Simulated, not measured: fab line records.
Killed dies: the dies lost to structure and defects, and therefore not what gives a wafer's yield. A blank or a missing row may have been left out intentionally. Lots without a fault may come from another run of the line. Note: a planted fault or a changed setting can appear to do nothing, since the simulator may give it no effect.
Comparing a struck lot with a sound one    flow sfq line    24 out of 325 route steps
Sound: the wafers L841.1, L841.5, L841.6. Struck: wafers L848.1, L848.4, L848.6. At the end, the cause is stated.
Order at every step that has rows: each side's tool, ch and its chambers, its first start. Under that, the readings that differ: sound wafers    struck wafers    difference of the means    sigmas: that difference in standard deviations of wafers without a fault.
alike: words and numbers the same on both sides, and readings whose means are apart by under 2 such deviations; not compared: readings that were withheld, readings missing a value for some wafer, numbers with overlapping values and no deviation given by the record, and bounds like >300 which may hide the same value.
Wherever a step has rows on one side only, a row that says differs or no value, or a row with sigmas, the two part there. When numbers do not overlap yet have no deviation, they are printed without sigmas and do not part them. A reading that every wafer of one side lacks parts them only if that side has two wafers or more.

first, 6 steps without rows for these wafers: SFQ_TRILAYER_I3_VIA_LITHO_COAT_090 (resist thk 62 nm); SFQ_TRILAYER_I3_VIA_LITHO_COAT_085 (resist thk 650 nm); SFQ_TRILAYER_I3_VIA_LITHO_SOFTBAKE_089; SFQ_TRILAYER_I3_VIA_LITHO_EXPOSE_086 (exposes mask I3, target cd 500 nm); SFQ_TRILAYER_I3_VIA_LITHO_PEB_088 (peb time 60 s); SFQ_TRILAYER_I3_VIA_LITHO_DEVELOP_087 (time 60 s).
SFQ_I3_OVL_MEAS_923:
  sound: overlay-02 at day 38 12:15; struck: overlay-02 at day 45 01:58
  alike: I3_OVL
SFQ_TRILAYER_I3_VIA_BARC_OPEN_VIA_ETCH_121: etches BARC in O2, target depth 125 nm, time 41.7 s.
  sound on rie diel-03 ch 2,3, day 38 12:17; struck on rie diel-03 ch 0,2,3, day 45 02:00
  alike: drypump motor current A, oes product au
  not compared: rf hours counter h
SFQ_TRILAYER_I3_VIA_ETCH_VIA_ETCH_088: etches SiO2 in CHF3, stops on Nb, target depth 260 nm.
  sound on rie diel-03 ch 2,3, day 38 12:20; struck on rie diel-03 ch 0,2,3, day 45 02:02
  alike: drypump motor current A, oes product au
SFQ_TRILAYER_I3_VIA_STRIP_STRIP_089: strips in O2.
  sound on rie metal-03 ch 0,1, day 38 12:26; struck on rie metal-02 ch 0,1, day 45 02:09
  alike: drypump motor current A, oes product au
  not compared: rf hours counter h
then, 2 steps without rows for these wafers: SFQ_TRILAYER_I3_VIA_STRIP_SOLV_CLEAN_090 (cleans in NMP, time 600 s); SFQ_TRILAYER_M4_DEP_PRE_CLEAN_092 (time 22.5 s).
SFQ_TRILAYER_M4_DEP_SPUTTER_091: material Nb, target thk 200 nm, time 133.3 s.
  sound: pvd sputter-04 at day 38 13:14; struck: pvd sputter-05 at day 45 02:57
  alike: throttle valve pct
SFQ_M4_RS_MEAS_924: a four-point-probe measurement.
  sound: film metro-01 at day 38 13:20; struck: film metro-02 at day 45 03:03
reading            sound              struck             difference  sigmas
M4_NB_RS (ohm/sq)  0.907 0.912 0.909  1.083 1.096 1.067  +0.173      +16
then, 6 steps without rows for these wafers: SFQ_TRILAYER_M4_LITHO_COAT_098 (resist thk 62 nm); SFQ_TRILAYER_M4_LITHO_COAT_093 (resist thk 600 nm); SFQ_TRILAYER_M4_LITHO_SOFTBAKE_097; SFQ_TRILAYER_M4_LITHO_EXPOSE_094 (exposes mask M4, target cd 500 nm); SFQ_TRILAYER_M4_LITHO_PEB_096 (peb time 60 s); SFQ_TRILAYER_M4_LITHO_DEVELOP_095 (time 60 s).
SFQ_M4_OVL_MEAS_926:
  sound: overlay-02 at day 44 06:46; struck: overlay-02 at day 45 05:29
  alike: M4_OVL
SFQ_TRILAYER_M4_BARC_OPEN_METAL_ETCH_123: etches BARC in O2, target depth 125 nm, time 41.7 s.
  sound on rie metal-01 ch 0,1, day 44 06:48; struck on rie metal-01 ch 0,1, day 45 05:31
  alike: drypump motor current A, oes product au
  not compared: rf hours counter h
SFQ_TRILAYER_M4_ETCH_METAL_ETCH_096: etches Nb in Cl2/Ar, stops on SiO2, target depth 240 nm, time 120 s.
  sound on rie metal-01 ch 0,1, day 44 06:52; struck on rie metal-01 ch 0,1, day 45 05:34
reading                sound              struck             difference  sigmas
oes product au (a.u.)  0.877 0.888 0.886  0.814 0.815 0.826  -0.065      -8
  alike: drypump motor current A
  not compared: rf hours counter h
SFQ_TRILAYER_M4_STRIP_STRIP_097: strips in O2.
  sound on rie metal-01 ch 0,1, day 44 06:59; struck on rie metal-01 ch 0,1, day 45 05:42
  alike: drypump motor current A, oes product au
  not compared: rf hours counter h

## WHERE THEY PART
At SFQ_M4_RS_MEAS_924 first; at SFQ_TRILAYER_M4_ETCH_METAL_ETCH_096 last (within this record only). Later steps at which nothing parts them and some readings are alike: SFQ_TRILAYER_M4_STRIP_STRIP_097.

WHY: what had been put in by the simulator
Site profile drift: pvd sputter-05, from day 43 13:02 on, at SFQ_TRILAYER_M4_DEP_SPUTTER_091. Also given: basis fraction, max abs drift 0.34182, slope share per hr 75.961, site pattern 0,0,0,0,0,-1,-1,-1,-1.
